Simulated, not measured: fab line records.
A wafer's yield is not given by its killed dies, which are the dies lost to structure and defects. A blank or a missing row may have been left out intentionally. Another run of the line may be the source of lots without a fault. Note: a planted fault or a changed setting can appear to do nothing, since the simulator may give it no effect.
fab line records	flow sfqLine
[record] lots = 14	wafers = 40	lastDay = 86
route steps=325 shown M1@71 I3@134 I6@276 I7@306
lots with no fault: from the same line, run without faults
startH: hours from the record's first day to the start of the lot's first wafer shown	waitH: hours from the lot's prior step to this one	" the same as in the row above	L1.1+2: one row covering several wafers at once	- no value present, or no start provided	* or withheld: withheld	< > ~ a bound
route shown NAME@n: names a module that has steps shown in the file, with the first one's number in the route	usual: mean/standard deviation of fault-free wafers	same: alike in all rows	chamber/n: place in a boat	sites: each site's reading	_std_site: their standard deviation	_edge_site: mean of outer sites minus mean of inner sites	radiusMm: how far each site lies from the wafer's centre	mask NAME#n: copy n	behind: the tool/chamber that last shaped the wafer	hold: the reason the lot was held/the length of the hold in hours/how it ended	device: which transistor (n, p or np) failed to switch	end of line: the tests these same wafers got at the end of their route	where a step has no rows: the recipe by itself	killed: not the wafer's yield, but the dies lost to structure and defects at the first sort	map: dies across one wafer; x = killed, . = not, _ = none there
set.NAME: the setting that was run; set.NAME@STEP: the one run at that earlier step	model.NAME: the simulator's own value behind a step, which no gauge read
the route's steps for a sample of lots (tables are steps, rows are wafers)
services: from which hour (startH, from the record's first day; less than 0 if before it) a tool's chamber was out of use, for how many hours, and why
[[steps]]
[step SFQ_TRILAYER_M1_STRIP_STRIP_043]
[recipe] gas = O2	powerW = 200	platenTempC = 40	overashFraction = 0.65	chemistry = O2	pressureMtorr = 50
[usual] drypumpMotorCurrentA = 5.9/0.4	oesProductAu = 1.000/0.012
lot.wafer	tool	chamber	startH	waitH	drypumpMotorCurrentA	oesProductAu	rfHoursCounterH
L689.1	rieMetal-02	1	498.51	0.1	6.2	1.007	113
L689.2	"	0	"	"	5.4	1.002	88
L689.3	"	0	"	"	5.4	1.014	-
L691.1	rieMetal-04	1	544.49	0.1	5.5	0.992	70
L691.2	"	0	"	"	5.7	0.983	21
L691.4	"	0	"	"	5.7	0.983	-
L693.1	rieMetal-02	0	574.49	0.1	5.4	0.995	96
L693.2	"	1	"	"	6.2	1.010	121
L693.5	"	1	"	"	6.2	1.012	-
L694.1	rieMetal-02	0	586.49	0.1	5.4	1.003	97
L694.3	"	0	"	"	5.5	1.003	-
L694.4	"	1	"	"	6.2	1.019	-
L695.1	rieMetal-04	1	604.40	0.1	5.6	0.997	77
L695.3	"	1	"	"	5.6	0.983	-
L695.5	"	0	"	"	5.7	0.976	-
L696.1	rieMetal-03	0	608.00	0.1	6.2	1.001	48
L696.4	"	0	"	"	6.2	1.007	-
L696.6	"	0	"	"	6.2	1.021	-
L697.1	rieMetal-02	1	610.40	0.1	6.2	1.015	125
L697.3	"	0	"	"	5.4	1.001	-
L697.4	"	1	"	"	6.2	1.021	-
L704.1	rieMetal-02	1	684.73	0.1	6.2	1.000	137
L704.4	"	0	"	"	5.4	1.007	-
L707.1	rieMetal-02	0	695.53	0.1	5.4	1.006	113
L707.3	"	0	"	"	5.4	1.012	-
L708.3	rieMetal-02	0	742.50	0.2	5.4	0.989	-
L708.4	"	1	"	"	6.2	0.999	-
L708.6	"	0	"	"	5.4	0.982	-
L709.1	rieMetal-03	1	760.53	0.1	6.6	1.013	11
L709.2	"	0	"	"	6.2	1.013	72
L709.5	"	1	"	"	6.6	1.002	-
L710.1	rieMetal-02	0	767.91	0.2	5.4	0.978	124
L710.2	"	0	"	"	5.4	0.978	-
L710.3	"	0	"	"	5.4	0.991	-
L711.2	rieMetal-04	0	773.73	0.1	5.7	0.994	46
L711.4	"	1	"	"	5.6	0.994	-
L711.5	"	1	"	"	5.6	0.998	-
L712.2	rieMetal-03	1	780.93	0.1	6.6	1.004	14
L712.3	"	1	"	"	6.6	1.008	-
L712.6	"	0	"	"	6.2	1.005	-
[step SFQ_TRILAYER_I3_CMP_CMP_082]
[recipe] material = SiO2	downForcePsi = 3	platenRpm = 60	padVelocityMS = 0.94248
[usual] motorCurrentA = 10.0/0.58	retainingRingPressureFrac = 1.001/0.0059	slurryFilterDpKPa = 13.50/0.15	timeToEndpointS = 216/11
lot.wafer	tool	chamber	startH	waitH	motorCurrentA	retainingRingPressureFrac	slurryFilterDpKPa	timeToEndpointS
L689.3	cmp-02	1	949.97	1.3	10.0	1.001	13.68	197
L689.2	"	2	"	"	11.0	0.998	13.58	219
L689.1	"	3	"	"	9.5	0.998	13.31	198
L691.2	cmp-01	1	958.38	3.8	10.1	1.014	13.21	225
L691.4	"	2	"	"	10.4	0.998	13.42	218
L691.1	"	3	"	"	9.4	1.001	13.57	203
L693.1	cmp-02	1	964.97	6.8	9.5	1.002	13.42	200
L693.2	"	2	"	"	10.6	0.992	13.33	208
L693.5	"	1	966.97	8.7	9.9	1.004	13.40	206
L694.1	cmp-02	3	967.97	6.2	9.8	1.000	13.50	199
L694.3	"	1	968.97	7.2	9.9	1.000	13.55	201
L694.4	"	2	"	"	11.0	0.993	13.62	209
L695.3	cmp-02	2	970.97	6.8	10.6	0.992	13.54	213
L695.1	"	1	972.47	8.3	10.2	0.998	13.76	201
L695.5	"	2	"	"	10.7	0.991	13.77	223
L696.1	cmp-01	1	973.88	8.5	10.0	0.986	13.74	234
L696.4	"	2	"	"	10.5	1.005	13.40	225
L696.6	"	0	975.38	9.9	10.6	0.995	13.50	227
L697.3	cmp-01	3	982.88	11.5	9.8	1.005	13.89	204
L697.4	"	0	"	"	11.4	1.000	13.80	224
L697.1	"	1	"	"	9.9	1.004	13.40	226
L704.4	cmp-01	0	1032.44	9.6	10.4	0.996	13.58	226
L704.1	"	1	"	"	9.7	1.004	13.55	194
L707.1	cmp-01	1	1038.44	12.0	10.0	1.013	13.33	187
L707.3	"	2	"	"	10.3	0.995	13.25	207
L708.3	cmp-02	2	1173.42	2.0	10.9	0.996	13.35	208
L708.4	"	1	1174.92	3.5	10.1	0.995	13.65	205
L708.6	"	2	"	"	10.4	0.999	13.32	212
L709.2	cmp-02	3	1194.92	7.9	9.4	1.007	13.46	205
L709.1	"	1	1195.92	8.9	10.2	0.992	13.56	212
L709.5	"	2	"	"	10.3	1.004	13.81	216
L710.3	cmp-02	3	1197.92	5.1	9.6	1.008	13.41	191
L710.2	"	0	"	"	9.7	1.008	13.50	209
L710.1	"	1	"	"	10.0	0.999	13.62	201
L711.2	cmp-01	0	1206.03	0.0	10.5	1.004	13.50	207
L711.4	"	1	"	"	9.7	0.996	13.42	224
L711.5	"	0	1208.03	2.0	10.6	1.003	13.94	209
L712.3	cmp-01	3	1230.06	5.8	9.6	1.002	13.22	211
L712.2	"	0	"	"	10.5	0.994	13.30	211
L712.6	"	3	1232.06	7.7	9.5	1.002	13.72	206
[step SFQ_I3_BOW_MEAS_922]
[recipe] mode = bow
[usual] I3_BOW = 0/7.7
lot.wafer	tool	chamber	startH	waitH	I3_BOW[um]
L689.1	filmMetro-03	-	952.97	1.5	-11
L689.2	"	-	"	"	-14
L689.3	"	-	"	"	-5
L691.1	filmMetro-04	-	961.38	1.5	-8
L691.2	"	-	"	"	-13
L691.4	"	-	"	"	-1
L693.1	filmMetro-01	-	967.97	2.5	16
L693.2	"	-	"	"	7
L693.5	"	-	"	"	-2
L694.1	filmMetro-03	-	970.97	2.5	0
L694.3	"	-	"	"	-2
L694.4	"	-	"	"	7
L695.1	filmMetro-03	-	973.97	1.0	-8
L695.3	"	-	"	"	-12
L695.5	"	-	"	"	-3
L696.1	filmMetro-03	-	976.38	2.0	4
L696.4	"	-	"	"	6
L696.6	"	-	"	"	1
L697.1	filmMetro-01	-	985.38	1.0	-3
L697.3	"	-	"	"	-4
L697.4	"	-	"	"	-6
L704.1	filmMetro-03	-	1034.44	1.0	-1
L704.4	"	-	"	"	-3
L704.1	filmMetro-03	-	1037.33	2.9	-
L704.4	"	-	"	"	-
L707.1	filmMetro-04	-	1040.44	1.5	-6
L707.3	"	-	"	"	0
L707.1	filmMetro-04	-	1041.76	1.3	-
L707.3	"	-	"	"	-
L708.3	filmMetro-01	-	1176.46	2.5	5
L708.4	"	-	"	"	-1
L708.6	"	-	"	"	6
L709.1	filmMetro-01	-	1197.42	1.0	19
L709.2	"	-	"	"	10
L709.5	"	-	"	"	7
L710.1	filmMetro-01	-	1200.42	1.0	12
L710.2	"	-	"	"	7
L710.3	"	-	"	"	-8
L711.2	filmMetro-03	-	1209.05	2.5	-4
L711.4	"	-	"	"	1
L711.5	"	-	"	"	-2
L712.2	filmMetro-03	-	1233.08	2.0	0
L712.3	"	-	"	"	-3
L712.6	"	-	"	"	-3
[step SFQ_TRILAYER_I3_METRO_MEASURE_083]
[usual] thkNm = 200.2/1.3
lot.wafer	tool	chamber	startH	waitH	thkNm
L689.1	filmMetro-03	-	953.09	0.1	200.2
L689.2	"	-	"	"	201.8
L689.3	"	-	"	"	199.7
L691.1	filmMetro-04	-	961.50	0.1	198.6
L691.2	"	-	"	"	201.6
L691.4	"	-	"	"	200.5
L693.1	filmMetro-01	-	968.09	0.1	198.5
L693.2	"	-	"	"	200.5
L693.5	"	-	"	"	198.6
L694.1	filmMetro-03	-	971.09	0.1	200.5
L694.3	"	-	"	"	199.7
L694.4	"	-	"	"	201.0
L695.1	filmMetro-03	-	974.09	0.1	198.1
L695.3	"	-	"	"	198.4
L695.5	"	-	"	"	199.7
L696.1	filmMetro-03	-	976.50	0.1	201.8
L696.4	"	-	"	"	199.7
L696.6	"	-	"	"	200.1
L697.1	filmMetro-01	-	985.50	0.1	201.6
L697.3	"	-	"	"	198.4
L697.4	"	-	"	"	199.7
L704.1	filmMetro-03	-	1039.46	2.1	250.8
L704.4	"	-	"	"	199.8
L704.1	filmMetro-03	-	1041.08	1.4	251.1
L704.4	"	-	"	"	199.9
L707.1	filmMetro-04	-	1045.45	3.7	253.1
L707.3	"	-	"	"	200.6
L707.1	filmMetro-04	-	1047.76	2.1	252.8
L707.3	"	-	"	"	200.6
L708.3	filmMetro-01	-	1176.94	0.5	198.9
L708.4	"	-	"	"	198.2
L708.6	"	-	"	"	200.0
L709.1	filmMetro-01	-	1197.54	0.1	197.1
L709.2	"	-	"	"	199.1
L709.5	"	-	"	"	199.2
L710.1	filmMetro-01	-	1200.54	0.1	199.7
L710.2	"	-	"	"	201.0
L710.3	"	-	"	"	199.9
L711.2	filmMetro-03	-	1209.35	0.3	200.4
L711.4	"	-	"	"	203.1
L711.5	"	-	"	"	200.7
L712.2	filmMetro-03	-	1233.38	0.3	198.6
L712.3	"	-	"	"	199.9
L712.6	"	-	"	"	198.2
[step SFQ_TRILAYER_I3_VIA_ETCH_VIA_ETCH_088]
[recipe] target = SiO2	stopOn = Nb	maskMaterial = PR	taperDeg = 20	chemistry = CHF3	targetDepthNm = 260	sourceW = 500	biasW = 80	pressureMtorr = 30	timeS = withheld
[usual] drypumpMotorCurrentA = 5.5/0.35	oesProductAu = 0.856/0.005	rfFwdPowerW = 498.3/1.4
lot.wafer	tool	chamber	startH	waitH	drypumpMotorCurrentA	oesProductAu	rfFwdPowerW
L689.1	rieDiel-01	3	957.82	0.0	5.6	0.853	499.3
L689.2	"	1	"	"	5.6	0.866	496.5
L689.3	"	2	"	"	5.4	0.867	496.5
L691.1	rieDiel-04	2	965.02	0.0	5.2	0.855	499.5
L691.2	"	3	"	"	5.4	0.861	499.4
L691.4	"	2	"	"	5.2	0.856	499.1
L693.1	rieDiel-03	1	971.62	0.0	4.8	0.849	499.9
L693.2	"	0	"	"	5.8	0.855	498.5
L693.5	"	2	"	"	6.1	0.852	497.1
L694.1	rieDiel-01	0	975.14	0.0	5.1	0.856	500.9
L694.3	"	1	"	"	5.6	0.864	498.3
L694.4	"	2	"	"	5.4	0.853	497.8
L695.1	rieDiel-03	1	977.62	0.0	4.8	0.852	498.5
L695.3	"	3	"	"	5.1	0.854	498.9
L695.5	"	2	"	"	6.1	0.861	499.3
L696.1	rieDiel-01	3	980.02	0.0	5.7	0.863	500.4
L696.4	"	0	"	"	5.1	0.849	497.2
L696.6	"	1	"	"	5.6	0.852	497.0
L697.1	rieDiel-03	2	989.02	0.0	6.1	0.862	498.8
L697.3	"	0	"	"	5.8	0.848	499.2
L697.4	"	3	"	"	5.2	0.858	497.8
L704.1	rieDiel-03	2	1055.33	0.0	6.1	0.965	499.8
L704.4	"	1	"	"	4.8	0.855	499.9
L707.1	rieDiel-01	1	1060.23	0.0	5.6	0.975	496.2
L707.3	"	0	"	"	5.1	0.862	499.4
L708.3	rieDiel-04	3	1180.19	0.0	5.4	0.856	498.4
L708.4	"	1	"	"	5.9	0.855	499.1
L708.6	"	3	"	"	5.4	0.857	498.3
L709.1	rieDiel-04	3	1204.54	0.0	5.4	0.847	497.8
L709.2	"	1	"	"	6.0	0.848	499.1
L709.5	"	0	"	"	5.8	0.857	499.9
L710.1	rieDiel-01	1	1205.74	0.0	5.6	0.856	500.0
L710.2	"	0	"	"	5.1	0.865	497.7
L710.3	"	2	"	"	5.4	0.857	498.7
L711.2	rieDiel-01	3	1212.68	0.0	5.6	0.854	499.9
L711.4	"	1	"	"	5.6	0.861	499.4
L711.5	"	1	"	"	5.5	0.845	498.3
L712.2	rieDiel-01	0	1248.55	0.0	5.1	0.851	496.7
L712.3	"	2	"	"	5.4	0.859	497.9
L712.6	"	0	"	"	5.1	0.848	495.9
[step SFQ_I6_OVL_MEAS_942]
[usual] I6_OVL = -1/6.2
lot.wafer	tool	chamber	startH	waitH	I6_OVL[nm]
L689.1	overlay-02	-	1634.72	0.1	3
L689.2	"	-	"	"	-2
L689.3	"	-	"	"	6
L691.1	overlay-02	-	1644.23	0.1	-2
L691.2	"	-	"	"	11
L691.4	"	-	"	"	3
L693.1	overlay-01	-	1653.83	0.1	-6
L693.2	"	-	"	"	-9
L693.5	"	-	"	"	-8
L694.1	overlay-01	-	1744.70	0.1	-2
L694.3	"	-	"	"	-3
L694.4	"	-	"	"	-3
L695.1	overlay-01	-	1751.90	0.1	7
L695.3	"	-	"	"	4
L695.5	"	-	"	"	3
L696.1	overlay-01	-	1756.70	0.1	10
L696.4	"	-	"	"	3
L696.6	"	-	"	"	1
L697.1	overlay-02	-	1787.84	0.1	8
L697.3	"	-	"	"	3
L697.4	"	-	"	"	6
L704.1	overlay-01	-	1825.89	0.1	-7
L704.4	"	-	"	"	-12
L707.1	overlay-01	-	1834.29	0.1	-5
L707.3	"	-	"	"	-4
L708.3	overlay-01	-	1836.70	0.1	6
L708.4	"	-	"	"	8
L708.6	"	-	"	"	9
L709.1	overlay-01	-	1839.09	0.1	-7
L709.2	"	-	"	"	-6
L709.5	"	-	"	"	-9
L710.1	overlay-01	-	1840.29	0.1	-1
L710.2	"	-	"	"	6
L710.3	"	-	"	"	2
L711.2	overlay-01	-	1843.90	0.1	-3
L711.4	"	-	"	"	-14
L711.5	"	-	"	"	-1
L712.2	overlay-01	-	1845.10	0.1	4
L712.3	"	-	"	"	1
L712.6	"	-	"	"	4
[step SFQ_I7_OVL_MEAS_947]
[usual] I7_OVL = -2/4.8
lot.wafer	tool	chamber	startH	waitH	I7_OVL[nm]
L689.1	overlay-02	-	1750.70	0.1	-5
L689.2	"	-	"	"	-10
L689.3	"	-	"	"	-13
L691.1	overlay-02	-	1757.90	0.1	1
L691.2	"	-	"	"	-3
L691.4	"	-	"	"	-2
L693.1	overlay-02	-	1778.24	0.1	-1
L693.2	"	-	"	"	2
L693.5	"	-	"	"	0
L694.1	overlay-02	-	1896.49	0.1	-2
L694.3	"	-	"	"	1
L694.4	"	-	"	"	3
L695.1	overlay-01	-	1897.69	0.1	0
L695.3	"	-	"	"	3
L695.5	"	-	"	"	1
L696.1	overlay-02	-	1902.49	0.1	5
L696.4	"	-	"	"	5
L696.6	"	-	"	"	1
L697.1	overlay-01	-	1912.09	0.1	-7
L697.3	"	-	"	"	-5
L697.4	"	-	"	"	-6
L704.1	overlay-01	-	1949.30	0.1	2
L704.4	"	-	"	"	-1
L707.1	overlay-02	-	1961.30	0.1	0
L707.3	"	-	"	"	-1
L708.3	overlay-01	-	1969.71	0.1	-10
L708.4	"	-	"	"	-9
L708.6	"	-	"	"	-2
L709.1	overlay-01	-	1972.10	0.1	-5
L709.2	"	-	"	"	1
L709.5	"	-	"	"	-1
L710.1	overlay-01	-	1975.91	0.1	9
L710.2	"	-	"	"	5
L710.3	"	-	"	"	6
L711.2	overlay-01	-	1979.51	0.1	-3
L711.4	"	-	"	"	-7
L711.5	"	-	"	"	-5
L712.2	overlay-02	-	1982.07	0.1	5
L712.3	"	-	"	"	3
L712.6	"	-	"	"	-1
[[services]]
tool	chamber	startH	hours	kind
cmp-02	-	516.14	2.0	repair
filmMetro-03	-	544.59	0.5	pm
cmp-02	-	626.38	3.4	repair
filmMetro-03	-	660.42	0.6	pm
rieMetal-02	-	686.48	0.4	repair
cmp-02	-	705.73	2.8	repair
cmp-02	-	705.89	2.3	repair
filmMetro-03	-	712.12	0.5	pm
cmp-02	-	716.01	4.8	pm
rieMetal-02	1	723.64	10.1	repair
cmp-02	-	739.64	0.4	repair
cmp-02	-	752.12	4.0	pm
filmMetro-03	-	789.59	0.2	pm
rieMetal-02	-	813.21	1.2	repair
filmMetro-03	-	820.30	0.7	pm
cmp-02	-	831.10	1.3	repair
filmMetro-03	-	905.42	0.3	pm
filmMetro-03	-	957.12	0.1	pm
rieMetal-02	0	1119.61	12.4	repair
filmMetro-03	-	1148.53	2.0	pm
filmMetro-03	-	1150.54	0.5	pm
filmMetro-03	-	1200.49	2.2	pm
filmMetro-03	-	1202.73	0.6	pm
rieMetal-02	-	1220.02	2.8	pm
[[key]]
[firstSign] step = SFQ_I3_BOW_MEAS_922	reading = visit	direction = added
[effect] step = SFQ_TRILAYER_I3_METRO_MEASURE_083	reading = visit	direction = added
[effect] step = SFQ_TRILAYER_I3_METRO_MEASURE_083	reading = thkNm	direction = up	sigmas = 41	usual = 200.2	struck = 252.0
[effect] step = SFQ_TRILAYER_I3_VIA_ETCH_VIA_ETCH_088	reading = oesProductAu	direction = up	sigmas = 23	usual = 0.856	struck = 0.970
metAt SFQ_TRILAYER_I3_CMP_CMP_082
struckLots L704,L707
struckWafers L704.1,L707.1
notActingAt SFQ_TRILAYER_M1_STRIP_STRIP_043,SFQ_I6_OVL_MEAS_942,SFQ_I7_OVL_MEAS_947
onsetBetween 982.88 1032.44
[fault] kind = processParameterDrift	tool = cmp-01	chamber = -	onsetH = 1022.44	steps = SFQ_TRILAYER_I3_CMP_CMP_082	channel = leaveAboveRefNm	offset = 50	shape = step	endH = 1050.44	scope = struckWafersOnly	actsIn = theseRecipesOnly	stated = 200
